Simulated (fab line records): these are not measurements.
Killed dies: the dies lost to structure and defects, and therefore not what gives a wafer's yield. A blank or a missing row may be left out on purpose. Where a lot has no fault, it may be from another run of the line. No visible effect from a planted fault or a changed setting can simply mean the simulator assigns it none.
fab line records ; flow sky130
record: lots: 24; wafers: 72; last_day: 50
route steps=708 shown VT_ADJUST_LVTN@104 LDD_LDN@296 LI_CONTACT@364 METAL2@487
lots with no fault: from the same line, run without faults
start_h: start of the lot's first displayed wafer, in hours after the record's first day ; wait_h: hours from the lot's prior step to this one ; " unchanged from the row above ; L1.1+2: one row covering several wafers at once ; - no value, or no start given ; * or withheld: withheld ; < > ~ a bound
route shown NAME@n: a module of which the file shows steps, and the number in the route of the first ; usual: mean/standard deviation of fault-free wafers ; same: alike in all rows ; chamber/n: place in a boat ; sites: the reading at each site ; _std_site: standard deviation of those values ; _edge_site: mean of outer sites minus mean of inner sites ; radius_mm: for every site, how far away it sits from the centre of the wafer ; mask NAME#n: copy n ; behind: the tool/chamber that last shaped the wafer ; hold: why the lot was held/for how many hours/how that ended ; device: names the non-switching transistor (n, p or np) ; end of line: the same wafers' tests at the end of the route ; step lacking rows: just its recipe ; killed: dies lost to structure and defects at the first sort, not the wafer's yield ; map: per-die view of a wafer (x killed, . not killed, _ where there is no die)
set.NAME: the setting as run; set.NAME@STEP: as run at that earlier step ; model.NAME: the simulator's own value behind a step, which no gauge read
route steps across a sampled set of lots; one table per step, one row per wafer
services: a tool's chamber out of use, with start hour (start_h, from the record's first day; less than 0 if before it), hours out, and reason
== steps ==
step: SKY_VT_ADJUST_LVTN_OVL_MEAS_07
usual: VT_ADJUST_LVTN_OVL: -1.0/1.2
lot.wafer;tool;chamber;start_h;wait_h;VT_ADJUST_LVTN_OVL[nm]
L074.1;overlay-02;-;136.40;-;-0.6
L074.5;overlay-02;-;136.40;-;-2.0
L074.6;overlay-02;-;136.40;-;-2.9
L075.1;overlay-01;-;142.70;-;-0.2
L075.2;overlay-01;-;142.70;-;0.3
L075.5;overlay-01;-;142.70;-;-0.1
L076.1;overlay-02;-;154.75;-;-0.3
L076.2;overlay-02;-;154.75;-;-0.1
L076.4;overlay-02;-;154.75;-;0.0
L077.2;overlay-01;-;155.27;-;-1.0
L077.4;overlay-01;-;155.27;-;0.7
L077.5;overlay-01;-;155.27;-;-0.5
L078.3;overlay-01;-;162.77;-;-0.9
L078.4;overlay-01;-;162.77;-;0.5
L078.6;overlay-01;-;162.77;-;-0.8
L079.2;overlay-02;-;173.71;-;-2.5
L079.4;overlay-02;-;173.71;-;-2.3
L079.5;overlay-02;-;173.71;-;-2.4
L080.3;overlay-01;-;179.47;-;-3.0
L080.5;overlay-01;-;179.47;-;-2.3
L080.6;overlay-01;-;179.47;-;-0.8
L081.2;overlay-02;-;183.51;-;-2.2
L081.5;overlay-02;-;183.51;-;-3.0
L081.6;overlay-02;-;183.51;-;-3.1
L082.3;overlay-01;-;190.02;-;-0.7
L082.4;overlay-01;-;190.02;-;-1.1
L082.5;overlay-01;-;190.02;-;0.0
L083.4;overlay-02;-;200.62;-;-2.6
L083.5;overlay-02;-;200.62;-;-3.8
L083.6;overlay-02;-;200.62;-;-2.4
L084.3;overlay-02;-;204.41;-;-3.1
L084.5;overlay-02;-;204.41;-;-3.4
L084.6;overlay-02;-;204.41;-;-2.2
L085.1;overlay-01;-;208.56;-;-0.2
L085.3;overlay-01;-;208.56;-;-0.9
L085.5;overlay-01;-;208.56;-;-2.1
L086.2;overlay-01;-;215.62;-;-1.5
L086.3;overlay-01;-;215.62;-;-1.1
L086.6;overlay-01;-;215.62;-;-3.2
L087.2;overlay-01;-;228.97;-;-1.3
L087.5;overlay-01;-;228.97;-;1.4
L087.6;overlay-01;-;228.97;-;-0.6
L088.1;overlay-01;-;232.41;-;-1.3
L088.2;overlay-01;-;232.41;-;-0.5
L088.5;overlay-01;-;232.41;-;0.1
L089.2;overlay-02;-;239.76;-;-2.2
L089.3;overlay-02;-;239.76;-;-1.6
L089.5;overlay-02;-;239.76;-;-1.3
L090.3;overlay-02;-;247.96;-;-0.9
L090.4;overlay-02;-;247.96;-;-0.2
L090.6;overlay-02;-;247.96;-;-0.9
L092.2;overlay-02;-;267.32;-;-1.5
L092.3;overlay-02;-;267.32;-;-3.0
L092.6;overlay-02;-;267.32;-;-2.2
L091.1;overlay-02;-;267.65;-;0.6
L091.3;overlay-02;-;267.65;-;-0.1
L091.4;overlay-02;-;267.65;-;0.9
L093.1;overlay-02;-;271.85;-;-3.7
L093.2;overlay-02;-;271.85;-;-3.8
L093.3;overlay-02;-;271.85;-;-2.4
L095.2;overlay-01;-;278.12;-;0.1
L095.3;overlay-01;-;278.12;-;-1.7
L095.5;overlay-01;-;278.12;-;-1.4
L094.2;overlay-01;-;278.51;-;-1.2
L094.4;overlay-01;-;278.51;-;-0.1
L094.6;overlay-01;-;278.51;-;0.2
L096.2;overlay-01;-;288.76;-;-0.7
L096.3;overlay-01;-;288.76;-;0.6
L096.5;overlay-01;-;288.76;-;0.2
L097.2;overlay-02;-;296.47;-;1.6
L097.5;overlay-02;-;296.47;-;1.6
L097.6;overlay-02;-;296.47;-;1.3
step: SKY_LDD_LDN_OVL_MEAS_07
usual: LDD_LDN_OVL: 0.6/1.6
lot.wafer;tool;chamber;start_h;wait_h;LDD_LDN_OVL[nm]
L074.1;overlay-01;-;521.66;0.1;1.3
L074.5;overlay-01;-;521.66;0.1;2.4
L074.6;overlay-01;-;521.66;0.1;2.5
L075.1;overlay-01;-;532.56;0.1;3.0
L075.2;overlay-01;-;532.56;0.1;3.6
L075.5;overlay-01;-;532.56;0.1;2.7
L077.2;overlay-01;-;544.96;0.1;-2.0
L077.4;overlay-01;-;544.96;0.1;-2.2
L077.5;overlay-01;-;544.96;0.1;-1.1
L076.1;overlay-01;-;545.25;0.1;1.6
L076.2;overlay-01;-;545.25;0.1;0.1
L076.4;overlay-01;-;545.25;0.1;0.7
L078.3;overlay-01;-;554.96;0.1;0.8
L078.4;overlay-01;-;554.96;0.1;1.5
L078.6;overlay-01;-;554.96;0.1;0.3
L079.2;overlay-02;-;572.37;0.1;-1.9
L079.4;overlay-02;-;572.37;0.1;-0.8
L079.5;overlay-02;-;572.37;0.1;-0.5
L080.3;overlay-02;-;573.21;0.1;-2.1
L080.5;overlay-02;-;573.21;0.1;-3.4
L080.6;overlay-02;-;573.21;0.1;-2.9
L081.2;overlay-01;-;582.67;0.1;-3.0
L081.5;overlay-01;-;582.67;0.1;-1.1
L081.6;overlay-01;-;582.67;0.1;-0.8
L082.3;overlay-02;-;588.23;0.1;0.7
L082.4;overlay-02;-;588.23;0.1;2.9
L082.5;overlay-02;-;588.23;0.1;3.0
L083.4;overlay-02;-;605.68;0.1;-0.7
L083.5;overlay-02;-;605.68;0.1;0.8
L083.6;overlay-02;-;605.68;0.1;-0.2
L084.3;overlay-01;-;610.76;0.1;1.3
L084.5;overlay-01;-;610.76;0.1;1.9
L084.6;overlay-01;-;610.76;0.1;2.6
L085.1;overlay-01;-;613.31;0.1;0.1
L085.3;overlay-01;-;613.31;0.1;-0.4
L085.5;overlay-01;-;613.31;0.1;1.4
L086.2;overlay-02;-;630.07;0.1;0.4
L086.3;overlay-02;-;630.07;0.1;1.9
L086.6;overlay-02;-;630.07;0.1;-0.7
L087.2;overlay-02;-;639.36;0.1;2.9
L087.5;overlay-02;-;639.36;0.1;1.0
L087.6;overlay-02;-;639.36;0.1;1.7
L088.1;overlay-01;-;646.05;0.1;0.4
L088.2;overlay-01;-;646.05;0.1;-0.6
L088.5;overlay-01;-;646.05;0.1;1.0
L089.2;overlay-01;-;694.91;0.1;1.2
L089.3;overlay-01;-;694.91;0.1;0.8
L089.5;overlay-01;-;694.91;0.1;-0.6
L090.3;overlay-01;-;695.87;0.1;-0.5
L090.4;overlay-01;-;695.87;0.1;-0.9
L090.6;overlay-01;-;695.87;0.1;-1.6
L092.2;overlay-01;-;696.51;0.1;1.0
L092.3;overlay-01;-;696.51;0.1;-0.6
L092.6;overlay-01;-;696.51;0.1;-0.5
L093.1;overlay-02;-;697.40;0.1;0.6
L093.2;overlay-02;-;697.40;0.1;0.4
L093.3;overlay-02;-;697.40;0.1;1.2
L091.1;overlay-02;-;698.41;0.1;2.9
L091.3;overlay-02;-;698.41;0.1;3.7
L091.4;overlay-02;-;698.41;0.1;3.3
L095.2;overlay-01;-;702.06;0.1;1.3
L095.3;overlay-01;-;702.06;0.1;1.4
L095.5;overlay-01;-;702.06;0.1;1.9
L094.2;overlay-01;-;702.36;0.1;-0.1
L094.4;overlay-01;-;702.36;0.1;2.5
L094.6;overlay-01;-;702.36;0.1;2.2
L096.2;overlay-01;-;705.96;0.1;1.6
L096.3;overlay-01;-;705.96;0.1;1.7
L096.5;overlay-01;-;705.96;0.1;1.4
L097.2;overlay-01;-;719.12;0.1;0.7
L097.5;overlay-01;-;719.12;0.1;1.3
L097.6;overlay-01;-;719.12;0.1;0.2
step: SKY_LI_CONTACT_CMP_02
recipe: material: PSG; down_force_psi: 4; platen_rpm: 60; pad_velocity_m_s: 0.94248
usual: motor_current_A: 12.0/0.98; time_to_endpoint_s: 33/4
lot.wafer;tool;chamber;start_h;wait_h;motor_current_A;time_to_endpoint_s
L074.1;cmp-02;2;643.28;0.1;10.8;31
L074.5;cmp-02;2;643.28;0.1;10.4;24
L074.6;cmp-02;3;643.28;0.1;13.5;29
L075.1;cmp-01;2;653.19;0.1;12.7;33
L075.2;cmp-01;3;653.19;0.1;11.8;24
L075.5;cmp-01;2;653.19;0.1;12.4;39
L076.2;cmp-01;3;665.79;0.0;11.9;26
L076.1;cmp-01;1;665.79;0.0;12.4;34
L076.4;cmp-01;2;665.79;0.0;12.4;30
L077.2;cmp-02;0;666.04;0.1;13.4;32
L077.4;cmp-02;1;666.04;0.1;12.0;32
L077.5;cmp-02;3;666.04;0.1;12.7;32
L078.4;cmp-01;0;674.89;0.0;10.8;37
L078.3;cmp-01;3;674.89;0.0;11.9;26
L078.6;cmp-01;1;674.89;0.0;12.3;35
L079.4;cmp-02;3;690.34;0.0;13.1;32
L079.2;cmp-02;0;690.34;0.0;12.5;35
L079.5;cmp-02;3;690.34;0.0;13.6;34
L080.3;cmp-01;1;691.72;0.2;11.8;37
L080.5;cmp-01;2;691.72;0.2;12.9;35
L080.6;cmp-01;3;691.72;0.2;11.8;26
L081.2;cmp-02;1;700.44;0.0;12.7;37
L081.6;cmp-02;1;700.44;0.0;11.8;38
L081.5;cmp-02;2;700.44;0.0;10.7;32
L082.4;cmp-01;3;704.99;0.1;11.9;26
L082.3;cmp-01;0;704.99;0.1;11.6;40
L082.5;cmp-01;2;704.99;0.1;12.9;35
L083.4;cmp-02;1;722.04;0.0;12.5;39
L083.6;cmp-02;1;722.04;0.0;12.9;36
L083.5;cmp-02;2;722.04;0.0;9.9;30
L084.3;cmp-02;2;727.60;0.1;10.4;29
L084.5;cmp-02;0;727.60;0.1;13.3;30
L084.6;cmp-02;1;727.60;0.1;12.2;35
L085.1;cmp-01;2;728.75;0.2;12.9;36
L085.3;cmp-01;3;728.75;0.2;11.1;27
L085.5;cmp-01;0;728.75;0.2;10.9;32
L086.2;cmp-02;0;745.54;0.4;13.2;30
L086.3;cmp-02;1;745.54;0.4;12.2;33
L086.6;cmp-02;3;745.54;0.4;12.9;32
L087.2;cmp-01;1;754.03;0.2;12.2;34
L087.6;cmp-01;2;754.03;0.2;12.5;31
L087.5;cmp-01;3;754.03;0.2;11.4;27
L088.2;cmp-01;2;760.13;0.1;12.7;34
L088.1;cmp-01;3;760.13;0.1;12.2;27
L088.5;cmp-01;0;760.13;0.1;10.7;37
L089.3;cmp-01;3;806.43;0.0;11.6;21
L089.2;cmp-01;1;806.43;0.0;11.6;30
L089.5;cmp-01;3;806.43;0.0;10.9;22
L090.3;cmp-01;3;807.13;0.1;11.4;25
L090.4;cmp-01;1;807.13;0.1;12.1;33
L090.6;cmp-01;2;807.13;0.1;12.8;33
L092.3;cmp-01;3;808.88;0.0;11.3;28
L092.2;cmp-01;2;808.88;0.0;12.8;38
L092.6;cmp-01;0;808.88;0.0;10.7;40
L093.1;cmp-01;0;810.75;0.1;11.2;34
L093.2;cmp-01;1;810.75;0.1;12.3;32
L093.3;cmp-01;2;810.75;0.1;12.8;30
L091.4;cmp-02;2;811.10;0.1;10.6;30
L091.3;cmp-02;3;811.10;0.1;12.9;31
L091.1;cmp-02;0;811.10;0.1;12.7;33
L095.2;cmp-01;1;813.23;0.3;12.0;37
L095.3;cmp-01;2;813.23;0.3;12.9;35
L095.5;cmp-01;2;813.23;0.3;12.3;33
L094.2;cmp-01;2;814.43;0.3;12.8;34
L094.4;cmp-01;0;814.43;0.3;10.3;38
L094.6;cmp-01;2;814.43;0.3;13.1;35
L096.3;cmp-01;2;816.99;0.1;13.0;34
L096.2;cmp-01;0;816.99;0.1;10.5;39
L096.5;cmp-01;2;816.99;0.1;12.8;37
L097.2;cmp-02;2;829.04;0.1;10.7;32
L097.5;cmp-02;0;829.04;0.1;12.9;33
L097.6;cmp-02;1;829.04;0.1;13.0;39
step: SKY_METAL2_SPUTTER_04
recipe: material: TiN; target_thk_nm: 70; power_w: 6500; time_s: 58.3; chamber_pressure_pa: 0.4
usual: cathode_dc_power_W: 6500.1/1.2; throttle_valve_pct: 29.8/1.2
lot.wafer;tool;chamber;start_h;wait_h;cathode_dc_power_W;throttle_valve_pct
L074.1;pvd_sputter-03;-;787.67;0.0;6500.7;29.4
L074.5;pvd_sputter-03;-;787.67;0.0;6501.0;29.8
L074.6;pvd_sputter-03;-;787.67;0.0;6498.1;27.9
L075.1;pvd_sputter-04;-;797.56;0.0;6499.0;30.9
L075.2;pvd_sputter-04;-;797.56;0.0;6501.7;30.8
L075.5;pvd_sputter-04;-;797.56;0.0;6500.5;30.8
L076.1;pvd_sputter-03;-;808.32;0.0;6502.5;31.6
L076.2;pvd_sputter-03;-;808.32;0.0;6498.4;29.4
L076.4;pvd_sputter-03;-;808.32;0.0;6501.3;30.0
L077.2;pvd_sputter-04;-;808.86;0.0;6502.9;31.3
L077.4;pvd_sputter-04;-;808.86;0.0;6500.8;28.7
L077.5;pvd_sputter-04;-;808.86;0.0;6498.9;28.6
L078.3;pvd_sputter-03;-;817.87;0.0;6502.3;27.8
L078.4;pvd_sputter-03;-;817.87;0.0;6500.4;32.1
L078.6;pvd_sputter-03;-;817.87;0.0;6502.0;28.3
L079.2;pvd_sputter-03;-;831.97;0.0;6500.7;31.7
L079.4;pvd_sputter-03;-;831.97;0.0;6501.0;29.7
L079.5;pvd_sputter-03;-;831.97;0.0;6499.6;30.1
L080.3;pvd_sputter-02;-;834.86;0.0;6501.1;29.3
L080.5;pvd_sputter-02;-;834.86;0.0;6499.4;29.1
L080.6;pvd_sputter-02;-;834.86;0.0;6499.0;31.3
L081.2;pvd_sputter-04;-;842.27;0.0;6500.4;28.4
L081.5;pvd_sputter-04;-;842.27;0.0;6499.6;28.4
L081.6;pvd_sputter-04;-;842.27;0.0;6500.5;30.6
L082.3;pvd_sputter-03;-;846.31;0.0;6499.3;31.8
L082.4;pvd_sputter-03;-;846.31;0.0;6500.4;29.7
L082.5;pvd_sputter-03;-;846.31;0.0;6499.4;31.8
L083.4;pvd_sputter-02;-;863.42;0.0;6500.0;31.1
L083.5;pvd_sputter-02;-;863.42;0.0;6500.4;29.5
L083.6;pvd_sputter-02;-;863.42;0.0;6501.5;30.4
L084.3;pvd_sputter-03;-;868.54;0.0;6500.2;28.0
L084.5;pvd_sputter-03;-;868.54;0.0;6498.7;29.6
L084.6;pvd_sputter-03;-;868.54;0.0;6500.8;29.4
L085.1;pvd_sputter-03;-;869.08;0.0;6499.6;29.5
L085.3;pvd_sputter-03;-;869.08;0.0;6500.1;31.6
L085.5;pvd_sputter-03;-;869.08;0.0;6499.5;29.4
L086.2;pvd_sputter-04;-;884.33;0.0;6499.7;28.4
L086.3;pvd_sputter-04;-;884.33;0.0;6500.0;31.1
L086.6;pvd_sputter-04;-;884.33;0.0;6502.0;28.5
L087.2;pvd_sputter-04;-;891.21;0.0;6498.7;28.1
L087.5;pvd_sputter-04;-;891.21;0.0;6498.0;28.5
L087.6;pvd_sputter-04;-;891.21;0.0;6499.1;31.1
L088.1;pvd_sputter-04;-;896.03;0.0;6499.6;30.6
L088.2;pvd_sputter-04;-;896.03;0.0;6500.2;31.1
L088.5;pvd_sputter-04;-;896.03;0.0;6498.4;28.4
L089.2;pvd_sputter-03;-;936.42;0.0;6499.9;31.5
L089.3;pvd_sputter-03;-;936.42;0.0;6503.3;29.7
L089.5;pvd_sputter-03;-;936.42;0.0;6501.4;29.5
L090.3;pvd_sputter-03;-;940.87;0.0;6499.1;28.0
L090.4;pvd_sputter-03;-;940.87;0.0;6499.5;29.5
L090.6;pvd_sputter-03;-;940.87;0.0;6498.7;29.5
L092.2;pvd_sputter-04;-;942.32;0.0;6499.9;31.1
L092.3;pvd_sputter-04;-;942.32;0.0;6500.1;30.8
L092.6;pvd_sputter-04;-;942.32;0.0;6500.0;31.0
L093.1;pvd_sputter-03;-;944.38;0.0;6501.0;29.5
L093.2;pvd_sputter-03;-;944.38;0.0;6499.6;31.5
L093.3;pvd_sputter-03;-;944.38;0.0;6499.9;28.3
L091.1;pvd_sputter-02;-;944.72;0.0;6498.8;29.4
L091.3;pvd_sputter-02;-;944.72;0.0;6499.9;29.0
L091.4;pvd_sputter-02;-;944.72;0.0;6500.4;31.3
L095.2;pvd_sputter-02;-;945.67;0.0;6500.4;29.2
L095.3;pvd_sputter-02;-;945.67;0.0;6500.8;29.3
L095.5;pvd_sputter-02;-;945.67;0.0;6500.1;31.4
L094.2;pvd_sputter-03;-;946.61;0.0;6499.8;28.1
L094.4;pvd_sputter-03;-;946.61;0.0;6499.0;29.8
L094.6;pvd_sputter-03;-;946.61;0.0;6500.0;29.8
L096.2;pvd_sputter-04;-;949.34;0.0;6499.1;30.6
L096.3;pvd_sputter-04;-;949.34;0.0;6501.1;31.1
L096.5;pvd_sputter-04;-;949.34;0.0;6498.9;28.6
L097.2;pvd_sputter-04;-;956.99;0.0;6500.8;31.2
L097.5;pvd_sputter-04;-;956.99;0.0;6501.1;28.4
L097.6;pvd_sputter-04;-;956.99;0.0;6500.5;31.1
step: SKY_METAL2_THK_MEAS_06
recipe: thk_meas_gauge: xrf; reads: AlCu_of_METAL2_SPUTTER_02
usual: METAL2_ALCU_THK: 254/3.5
lot.wafer;tool;chamber;start_h;wait_h;METAL2_ALCU_THK[nm]
L074.1;film_metro-03;-;787.84;0.1;258
L074.5;film_metro-03;-;787.84;0.1;259
L074.6;film_metro-03;-;787.84;0.1;259
L075.1;film_metro-04;-;797.73;0.1;250
L075.2;film_metro-04;-;797.73;0.1;256
L075.5;film_metro-04;-;797.73;0.1;257
L076.1;film_metro-02;-;808.49;0.1;254
L076.2;film_metro-02;-;808.49;0.1;252
L076.4;film_metro-02;-;808.49;0.1;254
L077.2;film_metro-04;-;809.04;0.1;249
L077.4;film_metro-04;-;809.04;0.1;256
L077.5;film_metro-04;-;809.04;0.1;254
L078.3;film_metro-02;-;818.06;0.1;253
L078.4;film_metro-02;-;818.06;0.1;255
L078.6;film_metro-02;-;818.06;0.1;252
L079.2;film_metro-02;-;832.14;0.1;253
L079.4;film_metro-02;-;832.14;0.1;248
L079.5;film_metro-02;-;832.14;0.1;251
L080.3;film_metro-04;-;835.05;0.1;253
L080.5;film_metro-04;-;835.05;0.1;251
L080.6;film_metro-04;-;835.05;0.1;255
L081.2;film_metro-04;-;842.45;0.1;252
L081.5;film_metro-04;-;842.45;0.1;249
L081.6;film_metro-04;-;842.45;0.1;253
L082.3;film_metro-02;-;846.50;0.1;254
L082.4;film_metro-02;-;846.50;0.1;252
L082.5;film_metro-02;-;846.50;0.1;253
L083.4;film_metro-04;-;863.62;0.1;256
L083.5;film_metro-04;-;863.62;0.1;255
L083.6;film_metro-04;-;863.62;0.1;254
L084.3;film_metro-03;-;868.73;0.1;259
L084.5;film_metro-03;-;868.73;0.1;256
L084.6;film_metro-03;-;868.73;0.1;254
L085.1;film_metro-04;-;869.25;0.1;256
L085.3;film_metro-04;-;869.25;0.1;255
L085.5;film_metro-04;-;869.25;0.1;252
L086.2;film_metro-02;-;884.51;0.1;253
L086.3;film_metro-02;-;884.51;0.1;253
L086.6;film_metro-02;-;884.51;0.1;257
L087.2;film_metro-04;-;891.39;0.1;252
L087.5;film_metro-04;-;891.39;0.1;258
L087.6;film_metro-04;-;891.39;0.1;257
L088.1;film_metro-04;-;896.20;0.1;257
L088.2;film_metro-04;-;896.20;0.1;251
L088.5;film_metro-04;-;896.20;0.1;253
L089.2;film_metro-02;-;936.60;0.1;253
L089.3;film_metro-02;-;936.60;0.1;254
L089.5;film_metro-02;-;936.60;0.1;252
L090.3;film_metro-02;-;941.05;0.1;252
L090.4;film_metro-02;-;941.05;0.1;249
L090.6;film_metro-02;-;941.05;0.1;248
L092.2;film_metro-02;-;942.50;0.1;254
L092.3;film_metro-02;-;942.50;0.1;256
L092.6;film_metro-02;-;942.50;0.1;255
L093.1;film_metro-03;-;944.57;0.1;250
L093.2;film_metro-03;-;944.57;0.1;252
L093.3;film_metro-03;-;944.57;0.1;252
L091.1;film_metro-04;-;944.89;0.1;262
L091.3;film_metro-04;-;944.89;0.1;259
L091.4;film_metro-04;-;944.89;0.1;261
L095.2;film_metro-04;-;945.84;0.1;261
L095.3;film_metro-04;-;945.84;0.1;258
L095.5;film_metro-04;-;945.84;0.1;261
L094.2;film_metro-02;-;946.79;0.1;256
L094.4;film_metro-02;-;946.79;0.1;252
L094.6;film_metro-02;-;946.79;0.1;250
L096.2;film_metro-03;-;949.52;0.1;249
L096.3;film_metro-03;-;949.52;0.1;244
L096.5;film_metro-03;-;949.52;0.1;255
L097.2;film_metro-03;-;957.17;0.1;254
L097.5;film_metro-03;-;957.17;0.1;253
L097.6;film_metro-03;-;957.17;0.1;251
step: SKY_METAL2_METAL_ETCH_19
recipe: target_depth_a: 3600; stop_on: SiO2; over_etch_frac: 0.3; time_s: 78; chemistry: Cl2/BCl3; resist_sidewall_deg: 88; pressure_mtorr: 10; icp_w: 900; bias_w: 48.5; Cl2_flow_sccm: 60; bcl3_flow_sccm: 30
usual: drypump_motor_current_A: 5.90/0.29; oes_product_au: 0.854/0.0058; throttle_valve_pct: 22.264/0.0099
same: over_etch_frac: 0.3
lot.wafer;tool;chamber;start_h;wait_h;drypump_motor_current_A;oes_product_au;rf_hours_counter_h;throttle_valve_pct
L074.1;rie_metal-03;0;814.56;0.0;6.39;0.857;2;22.267
L074.5;rie_metal-03;0;814.56;0.0;6.41;0.856;-;22.271
L074.6;rie_metal-03;1;814.56;0.0;5.86;0.860;-;22.269
L075.1;rie_metal-03;0;823.91;0.0;6.39;0.847;2;22.270
L075.2;rie_metal-03;1;823.91;0.0;5.87;0.859;12;22.255
L075.5;rie_metal-03;0;823.91;0.0;6.42;0.865;-;22.259
L076.1;rie_metal-04;1;834.75;0.0;6.00;0.854;6;22.257
L076.2;rie_metal-04;0;834.75;0.0;5.67;0.847;18;22.277
L076.4;rie_metal-04;1;834.75;0.0;6.03;0.857;-;22.279
L077.2;rie_metal-03;0;836.00;0.0;6.38;0.844;3;22.261
L077.4;rie_metal-03;1;836.00;0.0;5.82;0.854;-;22.270
L077.5;rie_metal-03;0;836.00;0.0;6.37;0.857;-;22.276
L078.3;rie_metal-03;0;845.38;0.1;6.36;0.851;-;22.285
L078.4;rie_metal-03;1;845.38;0.1;5.86;0.861;-;22.249
L078.6;rie_metal-03;0;845.38;0.1;6.35;0.860;-;22.256
L079.2;rie_metal-04;1;858.78;0.1;6.00;0.859;-;22.265
L079.4;rie_metal-04;1;858.78;0.1;6.00;0.846;-;22.259
L079.5;rie_metal-04;1;858.78;0.1;6.00;0.862;-;22.254
L080.3;rie_metal-03;0;860.84;0.1;6.38;0.849;-;22.260
L080.5;rie_metal-03;1;860.84;0.1;5.85;0.855;-;22.291
L080.6;rie_metal-03;0;860.84;0.1;6.32;0.858;-;22.254
L081.2;rie_metal-03;1;868.65;0.0;5.89;0.841;14;22.269
L081.5;rie_metal-03;1;868.65;0.0;5.85;0.852;-;22.273
L081.6;rie_metal-03;0;868.65;0.0;6.39;0.849;-;22.264
L082.3;rie_metal-03;0;872.04;0.1;6.34;0.853;-;22.251
L082.4;rie_metal-03;1;872.04;0.1;5.86;0.842;-;22.266
L082.5;rie_metal-03;1;872.04;0.1;5.86;0.856;-;22.266
L083.4;rie_metal-02;0;887.28;0.1;5.51;0.853;-;22.262
L083.5;rie_metal-02;1;887.28;0.1;5.65;0.862;-;22.261
L083.6;rie_metal-02;0;887.28;0.1;5.52;0.854;-;22.249
L084.3;rie_metal-02;0;892.03;0.1;5.53;0.860;-;22.251
L084.5;rie_metal-02;1;892.03;0.1;5.68;0.861;-;22.284
L084.6;rie_metal-02;0;892.03;0.1;5.52;0.850;-;22.253
L085.1;rie_metal-02;0;892.95;0.0;5.53;0.853;8;22.261
L085.3;rie_metal-02;1;892.95;0.0;5.69;0.849;-;22.260
L085.5;rie_metal-02;1;892.95;0.0;5.71;0.856;-;22.284
L086.2;rie_metal-02;0;906.12;0.0;5.52;0.857;9;22.260
L086.3;rie_metal-02;1;906.12;0.0;5.74;0.849;-;22.282
L086.6;rie_metal-02;0;906.12;0.0;5.52;0.851;-;22.284
L087.2;rie_metal-04;1;916.67;0.0;6.01;0.840;10;22.258
L087.5;rie_metal-04;1;916.67;0.0;6.02;0.852;-;22.272
L087.6;rie_metal-04;0;916.67;0.0;5.65;0.864;-;22.268
L088.1;rie_metal-03;0;920.52;0.0;6.39;0.858;7;22.261
L088.2;rie_metal-03;1;920.52;0.0;5.85;0.847;17;22.259
L088.5;rie_metal-03;0;920.52;0.0;6.36;0.862;-;22.257
L089.2;rie_metal-02;0;960.15;0.0;5.51;0.852;12;22.250
L089.3;rie_metal-02;0;960.15;0.0;5.52;0.857;-;22.259
L089.5;rie_metal-02;1;960.15;0.0;5.71;0.857;-;22.262
L090.3;rie_metal-03;1;964.70;0.1;5.87;0.846;-;22.281
L090.4;rie_metal-03;0;964.70;0.1;6.37;0.850;-;22.268
L090.6;rie_metal-03;0;964.70;0.1;6.39;0.856;-;22.262
L092.2;rie_metal-04;1;966.70;0.0;6.01;0.852;13;22.266
L092.3;rie_metal-04;1;966.70;0.0;6.02;0.851;-;22.271
L092.6;rie_metal-04;1;966.70;0.0;6.00;0.848;-;22.271
L093.1;rie_metal-04;0;968.80;0.0;5.68;0.846;3;22.253
L093.2;rie_metal-04;1;968.80;0.0;6.01;0.857;13;22.265
L093.3;rie_metal-04;1;968.80;0.0;6.01;0.855;-;22.270
L091.1;rie_metal-02;1;968.87;0.0;5.71;0.843;8;22.263
L091.3;rie_metal-02;0;968.87;0.0;5.52;0.856;-;22.261
L091.4;rie_metal-02;1;968.87;0.0;5.74;0.864;-;22.250
L095.2;rie_metal-03;0;969.92;0.0;6.34;0.871;10;22.255
L095.3;rie_metal-03;0;969.92;0.0;6.35;0.857;-;22.271
L095.5;rie_metal-03;0;969.92;0.0;6.38;0.842;-;22.260
L094.2;rie_metal-02;0;970.60;0.0;5.51;0.855;12;22.241
L094.4;rie_metal-02;0;970.60;0.0;5.52;0.853;-;22.266
L094.6;rie_metal-02;1;970.60;0.0;5.71;0.852;-;22.275
L096.2;rie_metal-03;0;973.24;0.1;6.37;0.848;10;22.261
L096.3;rie_metal-03;1;973.24;0.1;5.85;0.846;-;22.273
L096.5;rie_metal-03;1;973.24;0.1;5.84;0.857;-;22.280
L097.2;rie_metal-04;0;980.55;0.0;5.66;0.851;4;22.248
L097.5;rie_metal-04;1;980.55;0.0;6.01;0.854;-;22.265
L097.6;rie_metal-04;0;980.55;0.0;5.67;0.851;-;22.254
== services ==
tool;chamber;start_h;hours;kind
cmp-01;-;621.00;4.0;repair
cmp-02;-;637.57;0.8;repair
pvd_sputter-03;-;654.77;5.3;repair
pvd_sputter-03;-;658.82;3.7;repair
cmp-01;-;659.20;1.2;repair
cmp-01;-;698.70;3.7;pm
pvd_sputter-03;-;708.11;2.1;repair
pvd_sputter-03;-;712.38;2.8;repair
cmp-02;-;714.38;2.2;repair
cmp-02;-;743.08;1.0;repair
cmp-01;-;744.00;4.0;pm
pvd_sputter-03;-;771.12;3.3;repair
cmp-01;-;784.00;1.0;repair
cmp-02;-;784.37;0.5;repair
cmp-02;-;791.76;2.2;repair
rie_metal-02;1;793.84;40.4;repair
cmp-02;-;812.98;4.3;repair
cmp-01;-;817.42;1.1;repair
cmp-01;-;862.20;1.0;repair
pvd_sputter-03;-;873.25;0.6;repair
cmp-02;-;912.48;4.0;pm
cmp-01;-;925.82;1.9;repair
cmp-02;-;936.36;2.5;repair
cmp-02;-;970.78;7.5;pm
== key ==
fault none
